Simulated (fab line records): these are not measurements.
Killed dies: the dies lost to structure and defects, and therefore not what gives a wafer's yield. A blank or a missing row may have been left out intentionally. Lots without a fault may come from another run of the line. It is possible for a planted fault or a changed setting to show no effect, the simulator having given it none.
Which of the tools did it?	flow sky130	24 lots, 72 wafers sampled, at 5 steps of a route of 708

== WHAT THE GAUGES READ, wafer by wafer ==
SKY_FIELD_ISO_THK_MEAS_02.
lot	measured	on	FIELD_ISO_OXIDATION_00_THK (nm)
L074	day 1 12:34	film metro-04	12.04 11.92 11.93
L075	day 1 16:39	film metro-01	11.65 11.55 11.77
L076	day 1 21:38	film metro-03	12.02 12.10 11.87
L077	day 2 03:10	film metro-03	11.69 11.65 11.73
L078	day 2 08:02	film metro-04	11.92 12.01 11.99
L079	day 2 12:38	film metro-01	11.43 11.53 11.32
L080	day 2 20:24	film metro-03	11.52 11.56 11.55
L081	day 3 00:46	film metro-03	12.21 12.48 12.33
L082	day 3 04:50	film metro-01	12.17 12.47 12.44
L083	day 3 09:04	film metro-03	11.84 11.64 11.62
L084	day 3 14:45	film metro-03	11.83 11.74 11.60
L085	day 3 18:48	film metro-04	12.31 12.39 12.42
L086	day 3 23:38	film metro-01	12.03 12.19 11.94
L087	day 4 04:38	film metro-04	11.60 11.72 11.73
L088	day 4 09:39	film metro-01	12.13 11.84 11.96
L089	day 4 15:38	film metro-01	12.44 12.46 12.29
L090	day 4 19:53	film metro-04	11.96 12.09 12.17
L091	day 5 00:50	film metro-04	12.01 11.78 12.06
L092	day 5 05:38	film metro-03	11.77 11.91 11.82
L093	day 5 12:56	film metro-01	11.93 11.98 12.07
L094	day 5 19:18	film metro-03	12.12 12.05 11.97
L095	day 6 05:15	film metro-01	11.77 11.78 11.58
L096	day 6 05:15	film metro-03	11.70 11.81 11.79
L097	day 6 12:50	film metro-03	11.95 12.08 12.20

SKY_POLY_GATE_THK_MEAS_04.
lot	measured	on	POLY_GATE_CVD_03_THK (nm)
L074	day 14 20:47	film metro-03	76.4 75.8 75.8
L075	day 16 05:21	film metro-03	75.4 75.4 75.4
L076	day 16 00:27	film metro-02	75.7 75.2 75.5
L077	day 16 16:10	film metro-02	76.0 75.2 75.4
L078	day 16 10:52	film metro-02	76.6 76.8 76.4
L079	day 17 06:46	film metro-02	75.9 75.9 76.2
L080	day 17 08:07	film metro-03	74.6 74.4 74.4
L081	day 17 14:42	film metro-04	76.0 75.7 75.9
L082	day 17 23:26	film metro-02	76.1 75.8 75.9
L083	day 18 09:08	film metro-02	75.1 74.9 74.6
L084	day 18 14:52	film metro-04	75.5 75.1 75.4
L085	day 19 06:45	film metro-04	75.2 76.0 75.5
L086	day 19 12:03	film metro-02	75.4 75.3 75.6
L087	day 19 15:01	film metro-02	76.0 76.4 76.2
L088	day 20 03:26	film metro-03	75.1 75.0 74.9
L089	day 21 17:07	film metro-03	74.5 74.8 74.2
L090	day 21 15:07	film metro-02	74.2 73.4 73.7
L091	day 21 21:24	film metro-04	74.8 74.2 75.2
L092	day 22 10:19	film metro-03	74.7 73.9 74.3
L093	day 22 05:40	film metro-03	73.9 74.8 75.2
L094	day 22 08:29	film metro-04	73.6 73.6 73.4
L095	day 23 03:01	film metro-04	73.2 74.0 74.4
L096	day 23 00:04	film metro-02	74.6 74.5 74.4
L097	day 23 19:34	film metro-02	75.5 74.8 75.1

SKY_METAL3_OVL_MEAS_14.
lot	measured	on	METAL3_OVL (nm)
L074	day 37 19:28	overlay-02	-9 -7 -7
L075	day 39 02:04	overlay-02	10 1 11
L076	day 38 20:16	overlay-01	-2 -1 0
L077	day 39 15:58	overlay-02	-2 -3 -2
L078	day 39 10:37	overlay-02	-1 4 7
L079	day 40 05:52	overlay-02	0 -2 2
L080	day 40 06:13	overlay-02	-3 -5 2
L081	day 40 09:28	overlay-01	0 -1 -1
L082	day 40 15:40	overlay-02	6 1 2
L083	day 40 21:07	overlay-02	-8 1 -2
L084	day 41 16:34	overlay-01	-7 -3 -4
L085	day 41 17:38	overlay-01	6 5 8
L086	day 41 18:04	overlay-02	-4 -2 -2
L087	day 41 19:31	overlay-01	-2 -3 -3
L088	day 42 04:14	overlay-01	0 0 -4
L089	day 43 11:58	overlay-01	-4 -5 -1
L090	day 43 08:07	overlay-02	1 1 -7
L091	day 43 18:38	overlay-01	-3 2 1
L092	day 44 01:43	overlay-02	4 -2 0
L093	day 44 00:25	overlay-02	-5 1 3
L094	day 44 00:35	overlay-01	0 -3 -1
L095	day 44 13:43	overlay-02	-12 -6 -9
L096	day 44 12:46	overlay-01	3 5 2
L097	day 45 02:28	overlay-02	3 -2 3

SKY_VIA3_RS_MEAS_22: the measuring method here is four-point-probe.
lot	measured	on	VIA3_W_RS (ohm/sq)
L074	day 38 22:56	film metro-03	0.292 0.294 0.296
L075	day 40 05:34	film metro-04	0.292 0.291 0.292
L076	day 39 23:27	film metro-04	0.299 0.291 0.291
L077	day 40 19:53	film metro-03	0.293 0.292 0.295
L078	day 40 13:10	film metro-02	0.289 0.289 0.290
L079	day 41 09:38	film metro-04	0.298 0.296 0.296
L080	day 41 09:07	film metro-04	0.293 0.293 0.295
L081	day 41 12:02	film metro-02	0.287 0.290 0.291
L082	day 41 18:11	film metro-04	0.295 0.292 0.292
L083	day 41 23:01	film metro-03	0.296 0.291 0.296
L084	day 42 18:49	film metro-02	0.290 0.289 0.285
L085	day 42 19:44	film metro-03	0.293 0.289 0.287
L086	day 42 20:23	film metro-02	0.291 0.290 0.291
L087	day 42 21:38	film metro-02	0.298 0.291 0.296
L088	day 43 06:10	film metro-02	0.290 0.292 0.289
L089	day 44 14:02	film metro-02	0.290 0.294 0.292
L090	day 44 10:08	film metro-02	0.293 0.293 0.290
L091	day 44 20:38	film metro-04	0.293 0.294 0.295
L092	day 45 02:29	film metro-03	0.294 0.293 0.295
L093	day 45 01:32	film metro-03	0.303 0.298 0.297
L094	day 45 00:37	film metro-03	0.294 0.297 0.297
L095	day 45 13:04	film metro-02	0.296 0.299 0.295
L096	day 45 13:01	film metro-04	0.290 0.287 0.286
L097	day 46 01:15	film metro-04	0.293 0.292 0.294

== EACH LOT AND THE TOOL THAT RAN IT (in order: tool; ch and the chambers of the sampled wafers; start) ==
lot	SKY_METAL1_ETCH_18
L074	rie metal-03 ch 0,1, day 32 06:59
L075	rie metal-04 ch 0,1, day 33 15:36
L076	rie metal-04 ch 0,1, day 33 09:26
L077	rie metal-03 ch 0,1, day 34 03:55
L078	rie metal-01 ch 0,1, day 33 22:37
L079	rie metal-01 ch 0,1, day 34 14:01
L080	rie metal-03 ch 0,1, day 34 16:22
L081	rie metal-03 ch 1, day 34 21:29
L082	rie metal-03 ch 1, day 35 04:03
L083	rie metal-03 ch 1, day 35 08:51
L084	rie metal-03 ch 0,1, day 36 04:19
L085	rie metal-01 ch 0,1, day 36 06:21
L086	rie metal-03 ch 0, day 36 07:01
L087	rie metal-03 ch 0,1, day 36 09:34
L088	rie metal-04 ch 0,1, day 36 20:35
L089	rie metal-03 ch 0,1, day 38 04:29
L090	rie metal-04 ch 0,1, day 38 03:04
L091	rie metal-04 ch 0,1, day 38 10:24
L092	rie metal-03 ch 0,1, day 38 19:59
L093	rie metal-01 ch 0,1, day 38 17:34
L094	rie metal-04 ch 0,1, day 38 18:17
L095	rie metal-01 ch 0,1, day 39 09:37
L096	rie metal-03 ch 0,1, day 39 07:43
L097	rie metal-04 ch 0,1, day 39 22:47
- SKY_METAL1_ETCH_18: etches BARC in N2/H2, stops on SiO2, time 45.9 s, target depth 60 nm.

== AS READ BY THE TOOLS THEMSELVES (means over the sampled wafers that have a number; for cases with no such wafer, the mark the record gives instead) ==
SKY_METAL1_ETCH_18.
lot	tool	drypump motor current A (A)	he backside leak sccm (sccm)	n2 flow sccm (sccm)	oes product au (a.u.)	throttle valve pct (%)
L074	rie metal-03	5.7	3.0	100.30	0.858	13.221
L075	rie metal-04	6.0	3.4	100.09	0.857	13.236
L076	rie metal-04	5.6	3.5	100.39	0.853	13.226
L077	rie metal-03	5.9	3.2	100.05	0.857	13.222
L078	rie metal-01	5.7	3.2	100.08	0.852	13.221
L079	rie metal-01	5.7	3.2	99.86	0.857	13.233
L080	rie metal-03	5.9	3.1	100.06	0.853	13.222
L081	rie metal-03	5.6	3.6	99.72	0.857	13.225
L082	rie metal-03	5.6	3.1	100.14	0.851	13.222
L083	rie metal-03	5.7	3.2	99.96	0.855	13.227
L084	rie metal-03	5.9	3.1	99.84	0.855	13.219
L085	rie metal-01	5.6	3.3	99.98	0.852	13.231
L086	rie metal-03	6.0	3.2	100.04	0.853	13.226
L087	rie metal-03	5.9	3.2	99.72	0.851	13.227
L088	rie metal-04	6.0	3.4	100.06	0.855	13.224
L089	rie metal-03	5.9	3.1	99.91	0.852	13.221
L090	rie metal-04	6.0	3.5	99.98	0.853	13.229
L091	rie metal-04	6.0	3.5	99.65	0.853	13.228
L092	rie metal-03	5.9	3.2	99.99	0.853	13.230
L093	rie metal-01	5.7	3.1	100.28	0.855	13.227
L094	rie metal-04	6.0	3.4	99.73	0.860	13.222
L095	rie metal-01	5.7	3.8	99.89	0.854	13.221
L096	rie metal-03	5.9	3.1	99.98	0.848	13.221
L097	rie metal-04	5.6	4.2	100.10	0.856	13.223

== THE ANSWER, worked out from the rows above alone ==
Rule: what is usual is taken from the lots themselves. Put in order of their means at a reading, lots are off if they are a third of the lots or fewer, leave a main group of 4 or more, and stand apart from it by a gap of 3 or more times the standard deviation of the main group's means; of several such gaps the widest counts. A main group is skipped when, at the precision printed for the reading in the tables above, its means are all equal. Also off: a lot with no number at a reading for which 4 or more lots have one. The other lots that the step has rows for count as sound. Order of review: gauges by route order, followed by the tools' own readings, for which a lot's mean as printed above is used. The first step at which some lot is off is used, and at that step the reading that is off furthest; a lot without a number counts as furthest.
Across all readings shown, no lot is off: no conclusion can be drawn from this.

== WHAT THE SIMULATOR PUT IN ==
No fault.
